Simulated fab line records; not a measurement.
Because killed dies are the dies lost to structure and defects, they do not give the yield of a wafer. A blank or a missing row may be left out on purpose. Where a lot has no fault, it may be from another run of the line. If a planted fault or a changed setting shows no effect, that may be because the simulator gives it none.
Which tool is to blame? :: flow sky130 :: Sampling: 11 lots, 33 wafers, 2 of 708 route steps

WHAT THE GAUGES READ, wafer by wafer
SKY_POLY_GATE_THK_MEAS_01.
lot: L297
measured: day 13 14:16
on: film_metro-01
POLY_GATE_CVD_00_THK (nm): 179.7 179.9 181.4

lot: L298
measured: day 13 21:38
on: film_metro-01
POLY_GATE_CVD_00_THK (nm): 179.7 177.6 178.1

lot: L299
measured: day 14 10:22
on: film_metro-01
POLY_GATE_CVD_00_THK (nm): 176.9 179.2 178.6

lot: L305
measured: day 16 16:58
on: film_metro-02
POLY_GATE_CVD_00_THK (nm): 176.9 176.7 176.0

lot: L306
measured: day 18 05:35
on: film_metro-03
POLY_GATE_CVD_00_THK (nm): 139.6 140.4 140.9

lot: L309
measured: day 18 12:31
on: film_metro-02
POLY_GATE_CVD_00_THK (nm): 178.8 180.1 177.9

lot: L311
measured: day 19 00:37
on: film_metro-02
POLY_GATE_CVD_00_THK (nm): 178.9 179.5 178.2

lot: L312
measured: day 19 11:09
on: film_metro-01
POLY_GATE_CVD_00_THK (nm): 180.1 179.4 180.5

lot: L318
measured: day 21 16:13
on: film_metro-03
POLY_GATE_CVD_00_THK (nm): 178.9 180.4 179.4

lot: L319
measured: day 21 17:25
on: film_metro-02
POLY_GATE_CVD_00_THK (nm): 179.1 178.3 179.8

lot: L320
measured: day 21 20:31
on: film_metro-03
POLY_GATE_CVD_00_THK (nm): 180.4 177.0 179.4

WHAT TOOL EACH LOT RAN ON (gives the tool, then ch and the chambers of the sampled wafers, and finally the start)
lot: L297
SKY_POLY_GATE_CVD_00: lpcvd-01 ch 1, day 13 13:02

lot: L298
SKY_POLY_GATE_CVD_00: lpcvd-01 ch 1, day 13 20:25

lot: L299
SKY_POLY_GATE_CVD_00: lpcvd-01 ch 0, day 14 08:32

lot: L305
SKY_POLY_GATE_CVD_00: lpcvd-01 ch 1, day 16 15:45

lot: L306
SKY_POLY_GATE_CVD_00: lpcvd-01 ch 0, day 18 04:22

lot: L309
SKY_POLY_GATE_CVD_00: lpcvd-01 ch 1, day 18 11:19

lot: L311
SKY_POLY_GATE_CVD_00: lpcvd-01 ch 1, day 18 23:24

lot: L312
SKY_POLY_GATE_CVD_00: lpcvd-01 ch 1, day 19 09:57

lot: L318
SKY_POLY_GATE_CVD_00: lpcvd-01 ch 0, day 21 15:01

lot: L319
SKY_POLY_GATE_CVD_00: lpcvd-01 ch 0, day 21 16:13

lot: L320
SKY_POLY_GATE_CVD_00: lpcvd-01 ch 1, day 21 19:15
- SKY_POLY_GATE_CVD_00: deposits poly-Si, target thk 180 nm, time 720 s.

THE ANSWER, worked out from the rows above alone
Rule: what is usual is taken from the lots themselves. Put in order of their means at a reading, lots are off if they are a third of the lots or fewer, leave a main group of 4 or more, and stand apart from it by a gap of 3 or more times the standard deviation of the main group's means; of several such gaps the widest counts. The tables above print the reading to a certain number of digits; a main group whose means all agree to those digits is not used. Also off: a lot with no number at a reading for which 4 or more lots have one. Any other lot the step has rows for is counted as sound.
Off: L306, at SKY_POLY_GATE_THK_MEAS_01 (POLY_GATE_CVD_00_THK). For the main group the mean is 178.9 nm and the standard deviation 1.
If a tool, at a process step before that reading, ran all the lots that are off and no sound lot after the first of them, it fits. The gauges at SKY_POLY_GATE_THK_MEAS_01 are tried like those tools. Not one of the candidates tried fits.

WHAT THE SIMULATOR PUT IN
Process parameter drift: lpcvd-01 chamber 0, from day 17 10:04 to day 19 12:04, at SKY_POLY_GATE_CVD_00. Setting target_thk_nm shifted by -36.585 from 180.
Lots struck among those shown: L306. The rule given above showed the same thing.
